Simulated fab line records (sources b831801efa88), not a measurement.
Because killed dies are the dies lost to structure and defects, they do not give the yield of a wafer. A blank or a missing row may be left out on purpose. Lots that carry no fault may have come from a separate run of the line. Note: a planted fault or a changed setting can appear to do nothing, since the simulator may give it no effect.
fab line records	flow sky130	part 1 of 2: steps 1 to 25 of 35
record: lots: 5	wafers: 15	last-day: 50
route steps=708 shown METAL4@598 CAP2M@603
lots that met no fault: from a run of the same line without faults
start-h: hours from the record's first day to the start of the lot's first wafer shown	wait-h: hours elapsed since this lot's preceding step	" the same as in the row above	L1.1+2: a single row standing in for several wafers	- no value, or no start was given	* or withheld: withheld	< > ~ a bound
route shown NAME@n: names a module that has steps shown in the file, with the first one's number in the route	usual: mean and standard deviation over wafers with no fault	same: alike in all rows	chamber/n: place in a boat	sites: each site's reading	_std_site: how widely they spread, as a standard deviation	_edge_site: outer sites' mean less inner sites'	radius-mm: how far each site lies from the wafer's centre	mask NAME#n: copy n	behind: the tool/chamber that last shaped the wafer	hold: the reason the lot was held/the length of the hold in hours/how it ended	device: transistor that didn't switch, given as n, p or np	end of line: the same wafers' tests at the end of the route	a step with no rows: only its recipe	killed: at the first sort, the dies lost to defects and structure; wafer yield is something else	map: per-die view of a wafer (x killed, . not killed, _ where there is no die)
set.NAME: the run value of the setting; set.NAME@STEP: its run value at that earlier step	model.NAME: the simulator's own value behind a step, which no gauge read
a table for each step, a row for each wafer; lots at some steps of the route
services: a tool's chamber out of use, with start hour (start-h, from the record's first day; less than 0 if before it), hours out, and reason
== steps ==
step: SKY_METAL4_SPUTTER_00
recipe: material: Ti	target-thk-nm: 15	power-w: 3000	time-s: 10	chamber-pressure-pa: 0.4
usual: throttle-valve-pct: 30.1/0.66
lot.wafer	tool	chamber	start-h	wait-h	throttle-valve-pct
L076.1	pvd-sputter-01	-	959.07	0.1	30.3
L076.5	"	-	"	"	29.7
L076.6	"	-	"	"	30.4
L082.3	pvd-sputter-03	-	1021.21	0.2	30.5
L082.5	"	-	"	"	30.7
L082.6	"	-	"	"	30.7
L083.2	pvd-sputter-01	-	1022.71	0.2	29.8
L083.3	"	-	"	"	29.6
L083.5	"	-	"	"	29.7
L094.3	pvd-sputter-01	-	1079.10	0.1	29.6
L094.5	"	-	"	"	29.3
L094.6	"	-	"	"	30.9
L095.3	pvd-sputter-01	-	1085.19	0.1	29.1
L095.4	"	-	"	"	29.9
L095.6	"	-	"	"	29.0
step: SKY_METAL4_SPUTTER_01
recipe: material: TiN	target-thk-nm: 20	power-w: 6500	time-s: 16.7	chamber-pressure-pa: 0.4
usual: throttle-valve-pct: 30.1/0.66
lot.wafer	tool	chamber	start-h	wait-h	throttle-valve-pct
L076.1	pvd-sputter-01	-	959.09	0.0	30.5
L076.5	"	-	"	"	29.6
L076.6	"	-	"	"	30.5
L082.3	pvd-sputter-03	-	1021.24	0.0	30.4
L082.5	"	-	"	"	30.8
L082.6	"	-	"	"	30.6
L083.2	pvd-sputter-01	-	1022.73	0.0	29.6
L083.3	"	-	"	"	29.5
L083.5	"	-	"	"	29.4
L094.3	pvd-sputter-01	-	1079.13	0.0	29.6
L094.5	"	-	"	"	29.7
L094.6	"	-	"	"	31.0
L095.3	pvd-sputter-01	-	1085.22	0.0	29.4
L095.4	"	-	"	"	29.9
L095.6	"	-	"	"	29.6
step: SKY_METAL4_SPUTTER_02
recipe: material: AlCu	target-thk-nm: 735	power-w: 10600	time-s: 39.1	chamber-pressure-pa: 0.4
usual: throttle-valve-pct: 30.1/0.66
lot.wafer	tool	chamber	start-h	wait-h	throttle-valve-pct
L076.1	pvd-sputter-01	-	959.12	0.0	30.2
L076.5	"	-	"	"	29.7
L076.6	"	-	"	"	30.3
L082.3	pvd-sputter-03	-	1021.26	0.0	30.8
L082.5	"	-	"	"	30.7
L082.6	"	-	"	"	30.7
L083.2	pvd-sputter-01	-	1022.76	0.0	29.7
L083.3	"	-	"	"	29.5
L083.5	"	-	"	"	29.4
L094.3	pvd-sputter-01	-	1079.15	0.0	29.4
L094.5	"	-	"	"	29.4
L094.6	"	-	"	"	30.9
L095.3	pvd-sputter-01	-	1085.24	0.0	29.4
L095.4	"	-	"	"	30.2
L095.6	"	-	"	"	29.3
step: SKY_METAL4_SPUTTER_03
recipe: material: Ti	target-thk-nm: 5	power-w: 3000	time-s: 3.3	chamber-pressure-pa: 0.4
usual: throttle-valve-pct: 30.1/0.66
lot.wafer	tool	chamber	start-h	wait-h	throttle-valve-pct
L076.1	pvd-sputter-01	-	959.15	0.0	30.4
L076.5	"	-	"	"	29.8
L076.6	"	-	"	"	30.1
L082.3	pvd-sputter-03	-	1021.30	0.0	30.7
L082.5	"	-	"	"	30.8
L082.6	"	-	"	"	30.6
L083.2	pvd-sputter-01	-	1022.80	0.0	29.8
L083.3	"	-	"	"	29.7
L083.5	"	-	"	"	29.6
L094.3	pvd-sputter-01	-	1079.19	0.0	29.3
L094.5	"	-	"	"	29.7
L094.6	"	-	"	"	30.9
L095.3	pvd-sputter-01	-	1085.28	0.0	29.5
L095.4	"	-	"	"	29.9
L095.6	"	-	"	"	29.3
step: SKY_METAL4_SPUTTER_04
recipe: material: TiN	target-thk-nm: 70	power-w: 6500	time-s: 58.3	chamber-pressure-pa: 0.4
usual: throttle-valve-pct: 30.1/0.65
lot.wafer	tool	chamber	start-h	wait-h	throttle-valve-pct
L076.1	pvd-sputter-01	-	959.17	0.0	30.0
L076.5	"	-	"	"	29.7
L076.6	"	-	"	"	30.2
L082.3	pvd-sputter-03	-	1021.32	0.0	30.8
L082.5	"	-	"	"	30.7
L082.6	"	-	"	"	30.6
L083.2	pvd-sputter-01	-	1022.82	0.0	30.2
L083.3	"	-	"	"	29.3
L083.5	"	-	"	"	29.5
L094.3	pvd-sputter-01	-	1079.21	0.0	29.6
L094.5	"	-	"	"	29.3
L094.6	"	-	"	"	30.9
L095.3	pvd-sputter-01	-	1085.30	0.0	29.6
L095.4	"	-	"	"	29.9
L095.6	"	-	"	"	29.5
step: SKY_CAP2M_CVD_00
recipe: material: SiO2	target-thk-nm: 15.5	temp-c: 400	time-s: withheld	rf-w: 450
usual: heater-power-w: 691/100
lot.wafer	tool	chamber	start-h	wait-h	heater-power-w
L076.1	pecvd-03	1	959.22	0.0	673
L076.5	"	0	"	"	831
L076.6	"	2	"	"	593
L082.3	pecvd-03	2	1021.37	0.0	622
L082.5	"	1	"	"	582
L082.6	"	2	"	"	627
L083.2	pecvd-03	0	1022.87	0.0	767
L083.3	"	1	"	"	599
L083.5	"	0	"	"	770
L094.3	pecvd-03	2	1079.26	0.0	531
L094.5	"	2	"	"	531
L094.6	"	1	"	"	560
L095.3	pecvd-02	1	1085.36	0.0	617
L095.4	"	2	"	"	741
L095.6	"	2	"	"	714
step: SKY_CAP2M_THK_MEAS_01
recipe: reads: SiO2_of_CAP2M_CVD_00
usual: CAP2M_CVD_00_THK: 15.47/0.21
lot.wafer	tool	chamber	start-h	wait-h	CAP2M_CVD_00_THK[nm]
L076.1	film-metro-03	-	959.24	-	15.36
L076.5	"	-	"	"	15.56
L076.6	"	-	"	"	15.62
L082.3	film-metro-03	-	1021.41	-	15.17
L082.5	"	-	"	"	15.73
L082.6	"	-	"	"	15.54
L083.2	film-metro-04	-	1022.90	-	15.31
L083.3	"	-	"	"	15.30
L083.5	"	-	"	"	15.53
L094.3	film-metro-02	-	1079.30	-	15.36
L094.5	"	-	"	"	15.62
L094.6	"	-	"	"	15.43
L095.3	film-metro-03	-	1085.40	-	15.68
L095.4	"	-	"	"	15.72
L095.6	"	-	"	"	15.53
step: SKY_CAP2M_SPUTTER_02
recipe: material: TiN	target-thk-nm: 200	temp-c: 300	power-w: 6500	time-s: 166.7	chamber-pressure-pa: 0.4
usual: throttle-valve-pct: 30.1/0.77
lot.wafer	tool	chamber	start-h	wait-h	throttle-valve-pct
L076.1	pvd-sputter-03	-	959.30	0.1	30.2
L076.5	"	-	"	"	30.9
L076.6	"	-	"	"	30.4
L082.3	pvd-sputter-04	-	1021.45	0.0	29.7
L082.5	"	-	"	"	28.9
L082.6	"	-	"	"	31.0
L083.2	pvd-sputter-04	-	1022.95	0.0	29.6
L083.3	"	-	"	"	28.9
L083.5	"	-	"	"	29.9
L094.3	pvd-sputter-04	-	1079.34	0.0	30.0
L094.5	"	-	"	"	30.6
L094.6	"	-	"	"	29.3
L095.3	pvd-sputter-04	-	1085.44	0.0	30.6
L095.4	"	-	"	"	31.3
L095.6	"	-	"	"	31.0
step: SKY_CAP2M_RS_MEAS_03
recipe: thk-meas-gauge: four-point-probe	reads: TiN_of_CAP2M_SPUTTER_02
usual: CAP2M_TIN_RS: 6.93/0.094
lot.wafer	tool	chamber	start-h	wait-h	CAP2M_TIN_RS[ohm/sq]
L076.1	film-metro-03	-	959.41	0.1	7.03
L076.5	"	-	"	"	7.00
L076.6	"	-	"	"	7.05
L082.3	film-metro-02	-	1021.60	0.1	6.83
L082.5	"	-	"	"	6.95
L082.6	"	-	"	"	6.88
L083.2	film-metro-03	-	1023.08	0.1	6.99
L083.3	"	-	"	"	7.03
L083.5	"	-	"	"	7.00
L094.3	film-metro-03	-	1079.49	0.1	6.93
L094.5	"	-	"	"	7.05
L094.6	"	-	"	"	6.90
L095.3	film-metro-02	-	1085.59	0.1	7.07
L095.4	"	-	"	"	7.05
L095.6	"	-	"	"	6.99
step: SKY_CAP2M_THK_MEAS_04
recipe: thk-meas-gauge: xrf	reads: TiN_of_CAP2M_SPUTTER_02
usual: CAP2M_TIN_THK: 199.6/2.9
lot.wafer	tool	chamber	start-h	wait-h	CAP2M_TIN_THK[nm]
L076.1	film-metro-03	-	959.53	0.1	199.0
L076.5	"	-	"	"	200.5
L076.6	"	-	"	"	198.8
L082.3	film-metro-02	-	1021.70	0.1	203.0
L082.5	"	-	"	"	200.5
L082.6	"	-	"	"	200.2
L083.2	film-metro-03	-	1023.19	0.1	200.7
L083.3	"	-	"	"	197.7
L083.5	"	-	"	"	199.4
L094.3	film-metro-03	-	1079.59	0.1	200.0
L094.5	"	-	"	"	196.9
L094.6	"	-	"	"	201.0
L095.3	film-metro-02	-	1085.69	0.1	196.7
L095.4	"	-	"	"	197.2
L095.6	"	-	"	"	198.8
step: SKY_CAP2M_DEHYDRATE_05
recipe: temp-c: 200	time-s: 60
usual: exhaust-pa: 45.0/0.89
lot.wafer	tool	chamber	start-h	wait-h	exhaust-pa
L076.1	litho-track-03	0	970.82	11.3	43.7
L076.5	"	0	"	"	45.2
L076.6	"	0	"	"	45.0
L082.3	litho-track-02	0	1032.23	10.5	44.9
L082.5	"	0	"	"	44.2
L082.6	"	0	"	"	44.9
L083.2	litho-track-02	0	1033.90	10.7	46.2
L083.3	"	0	"	"	46.0
L083.5	"	0	"	"	45.7
L094.3	litho-track-03	0	1089.53	9.9	46.2
L094.5	"	0	"	"	45.7
L094.6	"	0	"	"	46.0
L095.3	litho-track-02	0	1095.83	10.1	45.7
L095.4	"	0	"	"	45.0
L095.6	"	0	"	"	45.9
step: SKY_CAP2M_HMDS_06
recipe: prime-time-s: 60	prime-temp-c: 120
usual: exhaust-pa: 45.1/0.82
lot.wafer	tool	chamber	start-h	wait-h	exhaust-pa
L076.1	litho-track-03	0	970.97	0.1	45.4
L076.5	"	0	"	"	44.6
L076.6	"	0	"	"	46.0
L082.3	litho-track-02	0	1032.38	0.1	45.5
L082.5	"	0	"	"	44.8
L082.6	"	0	"	"	45.8
L083.2	litho-track-02	0	1034.05	0.1	45.1
L083.3	"	0	"	"	45.0
L083.5	"	0	"	"	45.5
L094.3	litho-track-03	0	1089.68	0.1	45.6
L094.5	"	0	"	"	44.2
L094.6	"	0	"	"	43.7
L095.3	litho-track-02	0	1095.98	0.1	45.7
L095.4	"	0	"	"	45.9
L095.6	"	0	"	"	45.6
step: SKY_CAP2M_COAT_07
recipe: resist: NOVOLAK	spin-rpm: 3000	resist-thk-nm: 1140
usual: exhaust-pa: 45.1/0.9
lot.wafer	tool	chamber	start-h	wait-h	exhaust-pa
L076.1	litho-track-03	0	971.12	0.1	44.4
L076.5	"	0	"	"	44.1
L076.6	"	0	"	"	45.2
L082.3	litho-track-02	0	1032.53	0.1	45.6
L082.5	"	0	"	"	44.7
L082.6	"	0	"	"	44.7
L083.2	litho-track-02	0	1034.20	0.1	45.4
L083.3	"	0	"	"	44.7
L083.5	"	0	"	"	45.0
L094.3	litho-track-03	0	1089.83	0.1	45.2
L094.5	"	0	"	"	45.7
L094.6	"	0	"	"	44.1
L095.3	litho-track-02	0	1096.13	0.1	44.5
L095.4	"	0	"	"	44.5
L095.6	"	0	"	"	45.4
step: SKY_CAP2M_SOFTBAKE_08
recipe: temp-c: 90	time-s: 60	resist: NOVOLAK
usual: exhaust-pa: 45.2/0.85
lot.wafer	tool	chamber	start-h	wait-h	exhaust-pa
L076.1	litho-track-03	0	971.27	0.1	42.8
L076.5	"	0	"	"	43.9
L076.6	"	0	"	"	44.6
L082.3	litho-track-02	0	1032.68	0.1	46.0
L082.5	"	0	"	"	45.3
L082.6	"	0	"	"	45.2
L083.2	litho-track-02	0	1034.35	0.1	46.3
L083.3	"	0	"	"	45.3
L083.5	"	0	"	"	44.7
L094.3	litho-track-03	0	1089.98	0.1	46.0
L094.5	"	0	"	"	45.1
L094.6	"	0	"	"	44.9
L095.3	litho-track-02	0	1096.28	0.1	43.3
L095.4	"	0	"	"	43.7
L095.6	"	0	"	"	45.2
step: SKY_CAP2M_EXPOSE_09
recipe: mask-id: CAP2M	na: 0.6	source-shape: conventional	sigma-outer: 0.6	polarization: unpolarized	target-cd-nm: 1000	dose-mj: 159
usual: exposure-dose-mJ-cm2: 159.00/0.15
same: na: 0.6
lot.wafer	tool	chamber	start-h	wait-h	mask	exposure-dose-mJ-cm2
L076.1	iline-stepper-02	0	-	-	CAP2M#0	159.01
L076.5	"	0	"	"	CAP2M#0	158.95
L076.6	"	0	"	"	CAP2M#0	158.87
L082.3	iline-stepper-01	0	-	-	CAP2M#0	159.19
L082.5	"	0	"	"	CAP2M#0	158.89
L082.6	"	0	"	"	CAP2M#0	158.89
L083.2	iline-stepper-01	0	-	-	CAP2M#0	159.12
L083.3	"	0	"	"	CAP2M#0	159.12
L083.5	"	0	"	"	CAP2M#0	159.16
L094.3	iline-stepper-01	0	-	-	CAP2M#0	159.46
L094.5	"	0	"	"	CAP2M#0	159.12
L094.6	"	0	"	"	CAP2M#0	158.86
L095.3	iline-stepper-02	0	-	-	CAP2M#0	159.11
L095.4	"	0	"	"	CAP2M#0	158.99
L095.6	"	0	"	"	CAP2M#0	159.00
step: SKY_CAP2M_PEB_10
recipe: temp-c: withheld	time-s: *	resist: NOVOLAK
usual: exhaust-pa: 45.0/0.89
lot.wafer	tool	chamber	start-h	wait-h	exhaust-pa
L076.1	litho-track-02	0	-	-	43.8
L076.5	"	0	"	"	43.5
L076.6	"	0	"	"	44.4
L082.3	litho-track-04	0	-	-	45.7
L082.5	"	0	"	"	46.4
L082.6	"	0	"	"	44.6
L083.2	litho-track-02	0	-	-	44.3
L083.3	"	0	"	"	45.3
L083.5	"	0	"	"	45.4
L094.3	litho-track-03	0	-	-	45.3
L094.5	"	0	"	"	46.7
L094.6	"	0	"	"	44.0
L095.3	litho-track-03	0	-	-	45.8
L095.4	"	0	"	"	45.8
L095.6	"	0	"	"	45.0
step: SKY_CAP2M_DEVELOP_11
recipe: resist: NOVOLAK	developer: TMAH	develop-time-s: 60	dev-temp-c: 23
usual: exhaust-pa: 45.2/0.84
lot.wafer	tool	chamber	start-h	wait-h	exhaust-pa
L076.1	litho-track-02	0	983.18	0.1	46.1
L076.5	"	0	"	"	46.6
L076.6	"	0	"	"	46.5
L082.3	litho-track-04	0	1044.25	0.1	45.1
L082.5	"	0	"	"	45.1
L082.6	"	0	"	"	45.1
L083.2	litho-track-02	0	1045.80	0.1	44.6
L083.3	"	0	"	"	46.0
L083.5	"	0	"	"	44.9
L094.3	litho-track-03	0	1100.13	0.1	43.2
L094.5	"	0	"	"	45.5
L094.6	"	0	"	"	45.9
L095.3	litho-track-03	0	1105.73	0.1	45.1
L095.4	"	0	"	"	45.4
L095.6	"	0	"	"	44.4
step: SKY_CAP2M_OVL_MEAS_12
usual: CAP2M_OVL: -0.5/1.4
lot.wafer	tool	chamber	start-h	wait-h	CAP2M_OVL[nm]
L076.1	overlay-01	-	983.33	0.1	-0.3
L076.5	"	-	"	"	-1.7
L076.6	"	-	"	"	0.0
L082.3	overlay-01	-	1044.36	0.1	0.6
L082.5	"	-	"	"	1.3
L082.6	"	-	"	"	0.0
L083.2	overlay-02	-	1045.94	0.1	-0.8
L083.3	"	-	"	"	-0.3
L083.5	"	-	"	"	-1.5
L094.3	overlay-02	-	1100.24	0.1	-1.5
L094.5	"	-	"	"	0.4
L094.6	"	-	"	"	-1.8
L095.3	overlay-02	-	1105.84	0.1	-1.6
L095.4	"	-	"	"	-0.5
L095.6	"	-	"	"	0.5
step: SKY_CAP2M_METAL_ETCH_13
recipe: target-depth-nm: 220	stop-on: SiO2	chemistry: Cl2/BCl3	target: TiN	pressure-mtorr: 10	icp-w: 900	bias-w: 48.5	Cl2_flow_sccm: 60	bcl3-flow-sccm: 30	time-s: 62.9
usual: drypump-motor-current-A: 5.86/0.24	oes-product-au: 0.940/0.009	throttle-valve-pct: 21.902/0.011
lot.wafer	tool	chamber	start-h	wait-h	drypump-motor-current-A	oes-product-au	rf-hours-counter-h	throttle-valve-pct
L076.1	rie-metal-04	0	983.37	0.0	5.68	0.935	15	21.904
L076.5	"	1	"	"	5.75	0.936	-	21.902
L076.6	"	0	"	"	5.67	0.931	-	21.893
L082.3	rie-metal-02	0	1044.41	0.0	6.02	0.953	-	21.897
L082.5	"	0	"	"	5.99	0.941	-	21.883
L082.6	"	1	"	"	6.30	0.949	-	21.902
L083.2	rie-metal-04	0	1045.97	0.0	5.64	0.941	19	21.909
L083.3	"	1	"	"	5.75	0.937	-	21.907
L083.5	"	1	"	"	5.75	0.936	-	21.902
L094.3	rie-metal-04	1	1100.29	0.0	5.73	0.944	-	21.910
L094.5	"	1	"	"	5.76	0.928	-	21.911
L094.6	"	0	"	"	5.66	0.949	-	21.897
L095.3	rie-metal-02	1	1105.89	0.0	6.36	0.923	-	21.912
L095.4	"	0	"	"	5.99	0.933	-	21.901
L095.6	"	0	"	"	6.00	0.935	-	21.919
step: SKY_CAP2M_STRIP_14
recipe: chemistry: O2/N2	power-w: 1400	pressure-mtorr: 1500	platen-temp-c: withheld	o2-flow-sccm: 3000	n2-flow-sccm: 300	overash-fraction: 0.5
usual: drypump-motor-current-A: 5.9/0.42	oes-product-au: 0.710/0.0047	strip-time-to-endpoint-s: 12.65/0.051
lot.wafer	tool	chamber	start-h	wait-h	drypump-motor-current-A	oes-product-au	rf-hours-counter-h	strip-time-to-endpoint-s
L076.1	plasma-asher-02	0	983.44	0.1	5.1	0.710	90	12.56
L076.5	"	1	"	"	6.6	0.717	-	12.55
L076.6	"	0	"	"	5.1	0.713	-	12.60
L082.3	plasma-asher-03	0	1044.50	0.1	6.0	0.711	-	12.63
L082.5	"	1	"	"	5.7	0.713	-	12.60
L082.6	"	0	"	"	6.0	0.706	-	12.69
L083.2	plasma-asher-02	0	1046.04	0.1	5.1	0.709	96	12.65
L083.3	"	0	"	"	5.1	0.710	-	12.65
L083.5	"	0	"	"	5.1	0.707	-	12.66
L094.3	plasma-asher-01	1	1100.37	0.1	5.7	0.706	-	12.66
L094.5	"	1	"	"	5.7	0.714	-	12.66
L094.6	"	0	"	"	6.5	0.713	-	12.65
L095.3	plasma-asher-03	0	1105.97	0.1	6.1	0.711	-	12.73
L095.4	"	1	"	"	5.7	0.707	-	12.67
L095.6	"	1	"	"	5.7	0.714	-	12.63
step: SKY_CAP2M_STRIP_15
recipe: chemistry: post-etch-residue-remover	time-s: 1200	temp-c: 72.5
usual: bath-guard-temp-C: 72.4/0.46
lot.wafer	tool	chamber	start-h	wait-h	bath-guard-temp-C
L076.1	wet-bench-01	2	983.54	0.1	72.0
L076.5	"	2	"	"	72.3
L076.6	"	2	"	"	72.2
L082.3	wet-bench-03	3	1044.56	0.0	72.6
L082.5	"	3	"	"	73.1
L082.6	"	3	"	"	72.6
L083.2	wet-bench-03	1	1046.14	0.1	72.2
L083.3	"	1	"	"	72.3
L083.5	"	1	"	"	71.9
L094.3	wet-bench-02	3	1100.44	0.0	72.6
L094.5	"	3	"	"	73.2
L094.6	"	3	"	"	72.7
L095.3	wet-bench-03	3	1106.04	0.0	73.0
L095.4	"	3	"	"	73.0
L095.6	"	3	"	"	73.0
step: SKY_CAP2M_CLEAN_16
recipe: chemistry: IPA	time-s: 180	temp-c: 25
lot.wafer	tool	chamber	start-h	wait-h
L076.1+5+6	wet-bench-02	0	983.92	0.0
L082.3+5+6	wet-bench-02	3	1044.90	0.0
L083.2+3+5	wet-bench-02	1	1046.48	0.0
L094.3+5+6	wet-bench-01	2	1100.82	0.0
L095.3+4+6	wet-bench-01	1	1106.38	0.0
step: SKY_CAP2M_CLEAN_17
recipe: chemistry: O3/DIW	dry: n2-spin
lot.wafer	tool	chamber	start-h	wait-h
L076.1+5+6	wet-bench-03	3	983.98	0.0
L082.3+5+6	wet-bench-01	1	1044.96	0.0
L083.2+3+5	wet-bench-01	0	1046.54	0.0
L094.3+5+6	wet-bench-01	3	1100.89	0.0
L095.3+4+6	wet-bench-02	1	1106.44	0.0
step: SKY_METAL4_DEHYDRATE_05
recipe: temp-c: 200	time-s: 60
usual: exhaust-pa: 44.8/1
lot.wafer	tool	chamber	start-h	wait-h	exhaust-pa
L076.1	litho-track-04	0	995.10	11.0	43.0
L076.5	"	0	"	"	44.8
L076.6	"	0	"	"	43.7
L082.3	litho-track-02	0	1055.53	10.5	43.8
L082.5	"	0	"	"	44.3
L082.6	"	0	"	"	44.1
L083.2	litho-track-01	0	1057.12	10.5	46.4
L083.3	"	0	"	"	47.0
L083.5	"	0	"	"	45.8
L094.3	litho-track-01	0	1110.50	9.5	44.4
L094.5	"	0	"	"	44.5
L094.6	"	0	"	"	44.4
L095.3	litho-track-04	0	1116.25	9.7	44.4
L095.4	"	0	"	"	44.9
L095.6	"	0	"	"	43.6
step: SKY_METAL4_HMDS_06
recipe: prime-time-s: 60	prime-temp-c: 120
usual: exhaust-pa: 44.9/0.9
lot.wafer	tool	chamber	start-h	wait-h	exhaust-pa
L076.1	litho-track-04	0	995.25	0.1	45.1
L076.5	"	0	"	"	44.4
L076.6	"	0	"	"	44.5
L082.3	litho-track-02	0	1055.68	0.1	44.0
L082.5	"	0	"	"	44.0
L082.6	"	0	"	"	44.2
L083.2	litho-track-01	0	1057.27	0.1	44.5
L083.3	"	0	"	"	45.5
L083.5	"	0	"	"	44.2
L094.3	litho-track-01	0	1110.65	0.1	43.0
L094.5	"	0	"	"	44.8
L094.6	"	0	"	"	43.6
L095.3	litho-track-04	0	1116.40	0.1	46.1
L095.4	"	0	"	"	46.5
L095.6	"	0	"	"	46.8
